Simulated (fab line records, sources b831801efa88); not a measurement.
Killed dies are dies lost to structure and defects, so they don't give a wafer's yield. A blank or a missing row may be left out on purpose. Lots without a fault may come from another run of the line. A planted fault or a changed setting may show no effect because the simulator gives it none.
fab line records | flow gf180mcu | part 1 of 2: steps 1 to 27 of 36
record lots=5 wafers=15 last_day=34
route steps=602 shown PSD@250 NSD@262 SAB@264 SALICIDE@278
lots that met no fault: from a run of the same line without faults
start_h: hours from the record's first day to the start of the lot's first wafer shown | wait_h: hours since the lot's step before | " the same as in the row above | L1.1+2: a row that stands for several wafers | - no value, or no start given | * or withheld: withheld | < > ~ a bound
route shown NAME@n: a module of which the file shows steps, and the number in the route of the first | usual: mean/standard deviation of fault-free wafers | same: alike in all rows | chamber/n: place in a boat | sites: the reading at each site | _std_site: their standard deviation | _edge_site: outer sites' mean less inner sites' | radius_mm: how far each site lies from the wafer's centre | mask NAME#n: copy n | behind: the tool/chamber that last shaped the wafer | hold: why the lot was held/for how many hours/how that ended | device: the transistor (n, p or np) that didn't switch | end of line: the same wafers' tests at the end of the route | a step without rows: its recipe alone | killed: dies lost to structure and defects at the first sort, not the wafer's yield | map: a wafer's dies, x killed, . not, _ none there
set.NAME: the setting as run; set.NAME@STEP: as run at that earlier step | model.NAME: the simulator's own value behind a step, which no gauge read
lots at some steps of the route; a table a step, a row a wafer
services: from which hour (start_h, from the record's first day; less than 0 if before it) a tool's chamber was out of use, for how many hours, and why
## steps
# step GF_PSD_COAT_02
# recipe resist=NOVOLAK spin_rpm=3000 resist_thk_nm=1000
# usual resist_line_temp_C=22.99/0.097
# columns lot.wafer tool chamber start_h wait_h resist_line_temp_C
L082.1 litho_track-01 0 370.04 0.1 23.09
L082.4 " 0 " " 22.98
L082.6 " 0 " " 22.97
L083.1 litho_track-02 0 378.49 0.1 23.02
L083.2 " 0 " " 22.87
L083.4 " 0 " " 23.04
L087.1 litho_track-01 0 408.29 0.1 22.97
L087.3 " 0 " " 23.05
L087.5 " 0 " " 23.01
L088.1 litho_track-02 0 427.18 0.1 22.93
L088.4 " 0 " " 22.98
L088.5 " 0 " " 22.83
L096.1 litho_track-02 0 490.38 0.1 22.87
L096.2 " 0 " " 22.84
L096.5 " 0 " " 23.12
# step GF_PSD_SOFTBAKE_03
# recipe temp_c=90 time_s=60 resist=NOVOLAK
# usual resist_line_temp_C=23.03/0.09
# columns lot.wafer tool chamber start_h wait_h resist_line_temp_C
L082.1 litho_track-01 0 370.19 0.1 22.96
L082.4 " 0 " " 22.88
L082.6 " 0 " " 23.01
L083.1 litho_track-02 0 378.64 0.1 23.06
L083.2 " 0 " " 23.02
L083.4 " 0 " " 22.95
L087.1 litho_track-01 0 408.44 0.1 23.20
L087.3 " 0 " " 23.02
L087.5 " 0 " " 23.15
L088.1 litho_track-02 0 427.33 0.1 23.12
L088.4 " 0 " " 23.14
L088.5 " 0 " " 23.04
L096.1 litho_track-02 0 490.53 0.1 23.14
L096.2 " 0 " " 23.00
L096.5 " 0 " " 23.12
# step GF_PSD_EXPOSE_04
# recipe mask_id=Pplus target_cd_nm=400 na=0.6 source_shape=conventional sigma_outer=0.6 dose_mj=140
# usual stage_vel_mm_s=500.04/0.24
# columns lot.wafer tool chamber start_h wait_h mask stage_vel_mm_s
L082.1 iline_stepper-01 0 - - Pplus#0 500.04
L082.4 " 0 " " Pplus#0 499.66
L082.6 " 0 " " Pplus#0 500.09
L083.1 iline_stepper-02 0 - - Pplus#0 499.87
L083.2 " 0 " " Pplus#0 500.10
L083.4 " 0 " " Pplus#0 500.26
L087.1 iline_stepper-01 0 - - Pplus#0 499.70
L087.3 " 0 " " Pplus#0 499.84
L087.5 " 0 " " Pplus#0 500.11
L088.1 iline_stepper-02 0 - - Pplus#0 500.44
L088.4 " 0 " " Pplus#0 499.83
L088.5 " 0 " " Pplus#0 500.15
L096.1 iline_stepper-01 0 - - Pplus#0 499.66
L096.2 " 0 " " Pplus#0 499.70
L096.5 " 0 " " Pplus#0 499.95
# step GF_PSD_PEB_05
# recipe temp_c=withheld time_s=* resist=NOVOLAK
# usual resist_line_temp_C=*
# columns lot.wafer tool chamber start_h wait_h resist_line_temp_C
L082.1 litho_track-03 0 - - *
L082.4 " 0 " " *
L082.6 " 0 " " *
L083.1 litho_track-03 0 - - *
L083.2 " 0 " " *
L083.4 " 0 " " *
L087.1 litho_track-01 0 - - *
L087.3 " 0 " " *
L087.5 " 0 " " *
L088.1 litho_track-03 0 - - *
L088.4 " 0 " " *
L088.5 " 0 " " *
L096.1 litho_track-03 0 - - *
L096.2 " 0 " " *
L096.5 " 0 " " *
# step GF_PSD_DEVELOP_06
# recipe develop_time_s=60 dev_temp_c=23
# usual resist_line_temp_C=23.03/0.11
# columns lot.wafer tool chamber start_h wait_h resist_line_temp_C
L082.1 litho_track-03 0 381.12 0.1 23.17
L082.4 " 0 " " 23.15
L082.6 " 0 " " 23.16
L083.1 litho_track-03 0 390.42 0.1 22.93
L083.2 " 0 " " 22.99
L083.4 " 0 " " 23.04
L087.1 litho_track-01 0 420.69 0.1 23.14
L087.3 " 0 " " 22.98
L087.5 " 0 " " 23.14
L088.1 litho_track-03 0 438.92 0.1 22.95
L088.4 " 0 " " 23.18
L088.5 " 0 " " 23.11
L096.1 litho_track-03 0 502.62 0.1 22.93
L096.2 " 0 " " 23.00
L096.5 " 0 " " 22.83
# step GF_PSD_CD_MEAS_07
# recipe target_cd_nm=400
# usual cd_nm=399.7/2
# columns lot.wafer tool chamber start_h wait_h cd_nm
L082.1 cd_sem-01 - 381.27 0.1 399.0
L082.4 " - " " 398.8
L082.6 " - " " 399.0
L083.1 cd_sem-01 - 390.57 0.1 402.5
L083.2 " - " " 403.5
L083.4 " - " " 403.8
L087.1 cd_sem-02 - 420.84 0.1 398.7
L087.3 " - " " 401.0
L087.5 " - " " 399.0
L088.1 cd_sem-01 - 439.07 0.1 401.8
L088.4 " - " " 402.3
L088.5 " - " " 399.6
L096.1 cd_sem-01 - 502.77 0.1 397.5
L096.2 " - " " 399.1
L096.5 " - " " 397.1
# step GF_PSD_OVL_MEAS_08
# usual PSD_OVL=-0.4/1.7
# columns lot.wafer tool chamber start_h wait_h PSD_OVL[nm]
L082.1 overlay-01 - 381.39 0.1 -1.1
L082.4 " - " " 0.5
L082.6 " - " " -0.7
L083.1 overlay-02 - 390.69 0.1 -2.6
L083.2 " - " " -2.7
L083.4 " - " " -2.7
L087.1 overlay-02 - 420.96 0.1 -3.1
L087.3 " - " " -2.4
L087.5 " - " " -1.9
L088.1 overlay-02 - 439.19 0.1 1.8
L088.4 " - " " -0.1
L088.5 " - " " 0.6
L096.1 overlay-02 - 502.89 0.1 -0.7
L096.2 " - " " -1.0
L096.5 " - " " -0.8
# step GF_PSD_IMPLANT_09
# recipe species=BF2 energy_kev=40 dose_cm2=1.5e+15 tilt_deg=7
# same implant_ion_amu=49
# columns lot.wafer tool chamber start_h wait_h
L082.1+4+6 implanter-01 0 381.43 0.0
L083.1+2+4 implanter-04 0 390.73 0.0
L087.1+3+5 implanter-02 0 421.00 0.0
L088.1+4+5 implanter-02 0 439.23 0.0
L096.1+2+5 implanter-01 0 502.93 0.0
# step GF_PSD_STRIP_10
# recipe chemistry=O2/N2 power_w=1400 pressure_mtorr=1500 platen_temp_c=250 o2_flow_sccm=3000 n2_flow_sccm=300 overash_fraction=0.5
# usual drypump_motor_current_A=5.7/0.37 heater_power_w=348/28 n2_flow_sccm=300.0/0.87 oes_product_au=0.592/0.005 platen_temp_c=250.03/0.18 strip_time_to_endpoint_s=16.53/0.033
# columns lot.wafer tool chamber start_h wait_h drypump_motor_current_A heater_power_w n2_flow_sccm oes_product_au platen_temp_c rf_hours_counter_h strip_time_to_endpoint_s
L082.1 plasma_asher-03 0 381.58 0.1 5.1 408 299.7 0.596 249.95 29 16.50
L082.4 " 1 " " 5.9 359 300.7 0.595 250.25 - 16.51
L082.6 " 0 " " 5.1 399 300.4 0.593 249.89 - 16.53
L083.1 plasma_asher-04 0 390.88 0.1 5.9 343 299.7 0.594 249.90 73 16.52
L083.2 " 1 " " 6.1 324 299.0 0.585 250.30 73 16.50
L083.4 " 1 " " 6.1 338 300.2 0.597 249.88 - 16.54
L087.1 plasma_asher-04 1 421.15 0.1 6.1 325 299.8 0.597 249.60 76 16.57
L087.3 " 1 " " 6.1 334 299.2 0.594 249.73 - 16.59
L087.5 " 0 " " 6.0 332 300.4 0.589 250.35 - 16.53
L088.1 plasma_asher-01 1 439.38 0.1 5.4 303 300.0 0.593 250.20 63 16.53
L088.4 " 0 " " 5.3 359 300.5 0.587 250.21 - 16.54
L088.5 " 1 " " 5.4 311 300.9 0.592 250.17 - 16.57
L096.1 plasma_asher-01 0 503.08 0.1 5.3 368 299.8 0.594 249.92 70 16.54
L096.2 " 1 " " 5.4 308 300.7 0.581 249.99 70 16.54
L096.5 " 1 " " 5.4 308 300.5 0.587 249.87 - 16.58
# step GF_PSD_TW_MEAS_11
# usual PSD_TW=3168/24
# columns lot.wafer tool chamber start_h wait_h PSD_TW
L082.1 film_metro-01 - 381.68 0.1 3195
L082.4 " - " " 3201
L082.6 " - " " 3190
L083.1 film_metro-01 - 390.98 0.1 3177
L083.2 " - " " 3190
L083.4 " - " " 3182
L087.1 film_metro-04 - 421.25 0.1 3115
L087.3 " - " " 3130
L087.5 " - " " 3146
L088.1 film_metro-01 - 439.48 0.1 3203
L088.4 " - " " 3213
L088.5 " - " " 3196
L096.1 film_metro-03 - 503.18 0.1 3186
L096.2 " - " " 3188
L096.5 " - " " 3170
# step GF_PSD_CLEAN_12
# recipe chemistry=SC1/SC2 mix=1:4:20 temp_c=70 time_s=150 dry=n2_spin
# columns lot.wafer tool chamber start_h wait_h
L082.1+4+6 wet_bench-03 3 381.74 0.1
L083.1+2+4 wet_bench-01 3 391.04 0.1
L087.1+3+5 wet_bench-01 2 421.31 0.1
L088.1+4+5 wet_bench-04 2 439.54 0.1
L096.1+2+5 wet_bench-03 2 503.24 0.1
# step GF_PSD_RTA_13
# recipe temp_c=1025 time_s=20 ambient=N2
# usual lamp_power_pct=31.5/2.5 wafer_temp_C_max=1028.5/0.65
# columns lot.wafer tool chamber start_h wait_h lamp_power_pct wafer_temp_C_max
L082.1 rtp_anneal-02 0 381.79 0.0 28.2 1026.8
L082.4 " 0 " " 28.3 1029.0
L082.6 " 0 " " 28.3 1028.6
L083.1 rtp_anneal-01 0 391.09 0.0 33.4 1029.0
L083.2 " 0 " " 33.5 1028.6
L083.4 " 0 " " 33.5 1028.3
L087.1 rtp_anneal-02 0 421.36 0.0 28.3 1028.2
L087.3 " 0 " " 28.2 1028.8
L087.5 " 0 " " 28.2 1028.0
L088.1 rtp_anneal-01 0 439.59 0.0 33.5 1028.1
L088.4 " 0 " " 33.5 1028.2
L088.5 " 0 " " 33.5 1028.9
L096.1 rtp_anneal-01 0 503.29 0.0 33.4 1028.4
L096.2 " 0 " " 33.5 1029.5
L096.5 " 0 " " 33.5 1028.1
# step GF_PSD_RS_MEAS_14
# recipe thk_meas_gauge=four-point-probe
# usual NSD_RS=45.73/0.12
# columns lot.wafer tool chamber start_h wait_h NSD_RS[ohm/sq]
L082.1 film_metro-03 - 381.87 0.1 45.72
L082.4 " - " " 45.67
L082.6 " - " " 45.59
L083.1 film_metro-04 - 391.17 0.1 45.62
L083.2 " - " " 45.79
L083.4 " - " " 45.67
L087.1 film_metro-01 - 421.44 0.1 45.90
L087.3 " - " " 45.87
L087.5 " - " " 45.77
L088.1 film_metro-03 - 439.67 0.1 45.62
L088.4 " - " " 45.61
L088.5 " - " " 45.76
L096.1 film_metro-01 - 503.37 0.1 45.81
L096.2 " - " " 45.87
L096.5 " - " " 45.77
# step GF_PSD_RS_MEAS_15
# recipe thk_meas_gauge=four-point-probe
# usual PSD_RS=108.6/0.36
# columns lot.wafer tool chamber start_h wait_h PSD_RS[ohm/sq]
L082.1 film_metro-03 - 381.99 0.1 108.7
L082.4 " - " " 108.7
L082.6 " - " " 108.5
L083.1 film_metro-04 - 391.29 0.1 108.6
L083.2 " - " " 109.0
L083.4 " - " " 108.9
L087.1 film_metro-01 - 421.56 0.1 108.9
L087.3 " - " " 108.7
L087.5 " - " " 108.8
L088.1 film_metro-03 - 439.79 0.1 108.4
L088.4 " - " " 108.3
L088.5 " - " " 108.4
L096.1 film_metro-01 - 503.49 0.1 108.4
L096.2 " - " " 108.9
L096.5 " - " " 108.7
# step GF_SAB_CVD_00
# recipe material=SiO2 target_thk_nm=50 precursor=TEOS temp_c=400 time_s=4.9302 rf_w=600
# usual heater_power_w=626/89
# columns lot.wafer tool chamber start_h wait_h heater_power_w
L082.1 pecvd-01 1 382.11 0.1 754
L082.4 " 2 " " 691
L082.6 " 1 " " 760
L083.1 pecvd-02 1 391.41 0.1 628
L083.2 " 0 " " 521
L083.4 " 1 " " 618
L087.1 pecvd-01 1 421.68 0.1 791
L087.3 " 2 " " 571
L087.5 " 1 " " 783
L088.1 pecvd-02 2 439.91 0.1 508
L088.4 " 0 " " 616
L088.5 " 1 " " 593
L096.1 pecvd-01 1 503.61 0.1 730
L096.2 " 2 " " 645
L096.5 " 2 " " 646
# step GF_SAB_THK_MEAS_01
# recipe reads=SiO2_of_SAB_CVD_00
# usual SAB_CVD_00_THK=50.0/0.64
# columns lot.wafer tool chamber start_h wait_h SAB_CVD_00_THK[nm]
L082.1 film_metro-02 - 382.13 0.0 49.8
L082.4 " - " " 50.5
L082.6 " - " " 50.5
L083.1 film_metro-03 - 391.43 0.0 49.1
L083.2 " - " " 50.0
L083.4 " - " " 49.9
L087.1 film_metro-01 - 421.70 0.0 50.3
L087.3 " - " " 49.9
L087.5 " - " " 51.0
L088.1 film_metro-01 - 439.93 0.0 49.8
L088.4 " - " " 50.6
L088.5 " - " " 50.5
L096.1 film_metro-03 - 503.63 0.0 49.6
L096.2 " - " " 49.6
L096.5 " - " " 51.1
# step GF_SAB_DEHYDRATE_02
# recipe temp_c=200 time_s=60
# usual resist_line_temp_C=23.00/0.1
# columns lot.wafer tool chamber start_h wait_h resist_line_temp_C
L082.1 litho_track-04 0 393.56 11.4 22.99
L082.4 " 0 " " 22.89
L082.6 " 0 " " 22.71
L083.1 litho_track-01 0 402.14 10.7 22.82
L083.2 " 0 " " 22.96
L083.4 " 0 " " 22.87
L087.1 litho_track-04 0 433.16 11.4 23.20
L087.3 " 0 " " 23.08
L087.5 " 0 " " 23.06
L088.1 litho_track-02 0 451.83 11.9 22.99
L088.4 " 0 " " 22.90
L088.5 " 0 " " 23.16
L096.1 litho_track-02 0 514.38 10.7 22.92
L096.2 " 0 " " 22.89
L096.5 " 0 " " 22.89
# step GF_SAB_HMDS_03
# recipe prime_time_s=60 prime_temp_c=120
# usual resist_line_temp_C=22.98/0.1
# columns lot.wafer tool chamber start_h wait_h resist_line_temp_C
L082.1 litho_track-04 0 393.71 0.1 23.05
L082.4 " 0 " " 22.93
L082.6 " 0 " " 23.08
L083.1 litho_track-01 0 402.29 0.1 23.08
L083.2 " 0 " " 23.04
L083.4 " 0 " " 23.11
L087.1 litho_track-04 0 433.31 0.1 23.16
L087.3 " 0 " " 23.02
L087.5 " 0 " " 23.19
L088.1 litho_track-02 0 451.98 0.1 22.89
L088.4 " 0 " " 22.94
L088.5 " 0 " " 23.02
L096.1 litho_track-02 0 514.53 0.1 22.91
L096.2 " 0 " " 22.99
L096.5 " 0 " " 22.97
# step GF_SAB_COAT_04
# recipe resist=NOVOLAK spin_rpm=3000 resist_thk_nm=1000
# usual resist_line_temp_C=23.00/0.1
# columns lot.wafer tool chamber start_h wait_h resist_line_temp_C
L082.1 litho_track-04 0 393.86 0.1 22.95
L082.4 " 0 " " 22.96
L082.6 " 0 " " 23.04
L083.1 litho_track-01 0 402.44 0.1 22.99
L083.2 " 0 " " 23.21
L083.4 " 0 " " 22.90
L087.1 litho_track-04 0 433.46 0.1 23.15
L087.3 " 0 " " 22.98
L087.5 " 0 " " 23.03
L088.1 litho_track-02 0 452.13 0.1 23.00
L088.4 " 0 " " 22.83
L088.5 " 0 " " 22.92
L096.1 litho_track-02 0 514.68 0.1 23.09
L096.2 " 0 " " 23.00
L096.5 " 0 " " 23.05
# step GF_SAB_SOFTBAKE_05
# recipe temp_c=90 time_s=60 resist=NOVOLAK
# usual resist_line_temp_C=23.01/0.094
# columns lot.wafer tool chamber start_h wait_h resist_line_temp_C
L082.1 litho_track-04 0 394.01 0.1 23.15
L082.4 " 0 " " 23.08
L082.6 " 0 " " 23.03
L083.1 litho_track-01 0 402.59 0.1 23.30
L083.2 " 0 " " 23.17
L083.4 " 0 " " 23.04
L087.1 litho_track-04 0 433.61 0.1 22.76
L087.3 " 0 " " 22.89
L087.5 " 0 " " 22.89
L088.1 litho_track-02 0 452.28 0.1 22.94
L088.4 " 0 " " 23.00
L088.5 " 0 " " 23.15
L096.1 litho_track-02 0 514.83 0.1 23.13
L096.2 " 0 " " 23.05
L096.5 " 0 " " 23.04
# step GF_SAB_EXPOSE_06
# recipe mask_id=SAB target_cd_nm=420 na=0.6 source_shape=conventional sigma_outer=0.6 dose_mj=140
# usual stage_vel_mm_s=499.99/0.24
# columns lot.wafer tool chamber start_h wait_h mask stage_vel_mm_s
L082.1 iline_stepper-02 0 - - SAB#0 500.33
L082.4 " 0 " " SAB#0 499.42
L082.6 " 0 " " SAB#0 499.92
L083.1 iline_stepper-01 0 - - SAB#0 500.41
L083.2 " 0 " " SAB#0 500.31
L083.4 " 0 " " SAB#0 500.42
L087.1 iline_stepper-01 0 - - SAB#0 499.86
L087.3 " 0 " " SAB#0 500.01
L087.5 " 0 " " SAB#0 500.19
L088.1 iline_stepper-02 0 - - SAB#0 499.95
L088.4 " 0 " " SAB#0 499.62
L088.5 " 0 " " SAB#0 499.97
L096.1 iline_stepper-02 0 - - SAB#0 500.53
L096.2 " 0 " " SAB#0 500.06
L096.5 " 0 " " SAB#0 500.58
# step GF_SAB_PEB_07
# recipe temp_c=withheld time_s=* resist=NOVOLAK
# usual resist_line_temp_C=*
# columns lot.wafer tool chamber start_h wait_h resist_line_temp_C
L082.1 litho_track-04 0 - - *
L082.4 " 0 " " *
L082.6 " 0 " " *
L083.1 litho_track-04 0 - - *
L083.2 " 0 " " *
L083.4 " 0 " " *
L087.1 litho_track-02 0 - - *
L087.3 " 0 " " *
L087.5 " 0 " " *
L088.1 litho_track-04 0 - - *
L088.4 " 0 " " *
L088.5 " 0 " " *
L096.1 litho_track-02 0 - - *
L096.2 " 0 " " *
L096.5 " 0 " " *
# step GF_SAB_DEVELOP_08
# recipe develop_time_s=61.63 dev_temp_c=23
# usual resist_line_temp_C=22.99/0.096
# columns lot.wafer tool chamber start_h wait_h resist_line_temp_C
L082.1 litho_track-04 0 405.31 0.1 23.17
L082.4 " 0 " " 23.02
L082.6 " 0 " " 23.07
L083.1 litho_track-04 0 414.46 0.1 23.04
L083.2 " 0 " " 22.97
L083.4 " 0 " " 23.01
L087.1 litho_track-02 0 445.83 0.1 23.20
L087.3 " 0 " " 23.12
L087.5 " 0 " " 22.97
L088.1 litho_track-04 0 464.36 0.1 22.87
L088.4 " 0 " " 23.08
L088.5 " 0 " " 22.89
L096.1 litho_track-02 0 525.78 0.1 23.03
L096.2 " 0 " " 23.03
L096.5 " 0 " " 22.97
# step GF_SAB_CD_MEAS_09
# recipe target_cd_nm=420
# usual cd_nm=419.5/2.5
# columns lot.wafer tool chamber start_h wait_h cd_nm
L082.1 cd_sem-01 - 405.46 0.1 419.6
L082.4 " - " " 419.2
L082.6 " - " " 419.3
L083.1 cd_sem-02 - 414.61 0.1 421.2
L083.2 " - " " 420.6
L083.4 " - " " 420.5
L087.1 cd_sem-02 - 445.98 0.1 414.9
L087.3 " - " " 416.9
L087.5 " - " " 415.8
L088.1 cd_sem-01 - 464.51 0.1 421.2
L088.4 " - " " 420.0
L088.5 " - " " 421.0
L096.1 cd_sem-02 - 525.93 0.1 415.2
L096.2 " - " " 416.3
L096.5 " - " " 420.4
# step GF_SAB_OVL_MEAS_10
# usual SAB_OVL=-2.0/1.1
# columns lot.wafer tool chamber start_h wait_h SAB_OVL[nm]
L082.1 overlay-01 - 405.58 0.1 -3.5
L082.4 " - " " -0.7
L082.6 " - " " -1.8
L083.1 overlay-02 - 414.73 0.1 -1.6
L083.2 " - " " -3.0
L083.4 " - " " -2.3
L087.1 overlay-01 - 446.10 0.1 -0.9
L087.3 " - " " -1.1
L087.5 " - " " -1.3
L088.1 overlay-02 - 464.63 0.1 0.0
L088.4 " - " " -1.6
L088.5 " - " " -0.6
L096.1 overlay-02 - 526.05 0.1 -2.2
L096.2 " - " " -2.5
L096.5 " - " " -0.9
# step GF_SAB_ETCH_11
# recipe chemistry=C4F8/O2/Ar mask_material=NOVOLAK target=SiO2 target_depth_nm=55 source_w=1500 bias_w=1200 pressure_mtorr=40 c4f8_flow_sccm=withheld O2_flow_sccm=6 Ar_flow_sccm=300 time_s=8.5
# usual oes_product_au=1.001/0.0087
# columns lot.wafer tool chamber start_h wait_h oes_product_au rf_hours_counter_h
L082.1 rie_diel-04 1 405.61 0.0 0.999 109
L082.4 " 2 " " 0.994 79
L082.6 " 2 " " 0.988 -
L083.1 rie_diel-04 0 414.76 0.0 1.007 1
L083.2 " 2 " " 1.004 79
L083.4 " 1 " " 0.990 109
L087.1 rie_diel-03 2 446.14 0.0 1.010 91
L087.3 " 1 " " 1.002 38
L087.5 " 0 " " 1.001 -
L088.1 rie_diel-03 2 464.66 0.0 1.008 91
L088.4 " 1 " " 0.997 39
L088.5 " 2 " " 0.982 -
L096.1 rie_diel-04 2 526.09 0.0 0.987 82
L096.2 " 0 " " 0.995 5
L096.5 " 3 " " 0.999 -
# step GF_SAB_WET_ETCH_12
# recipe chemistry=dHF target_depth_nm=22 dry=n2_spin target=SiO2 temp_c=25 dilution=100:1 time_s=440
# columns lot.wafer tool chamber start_h wait_h
L082.1+4+6 wet_bench-04 2 405.63 0.0
L083.1+2+4 wet_bench-02 2 414.78 0.0
L087.1+3+5 wet_bench-03 1 446.16 0.0
L088.1+4+5 wet_bench-03 1 464.68 0.0
L096.1+2+5 wet_bench-03 3 526.13 0.0
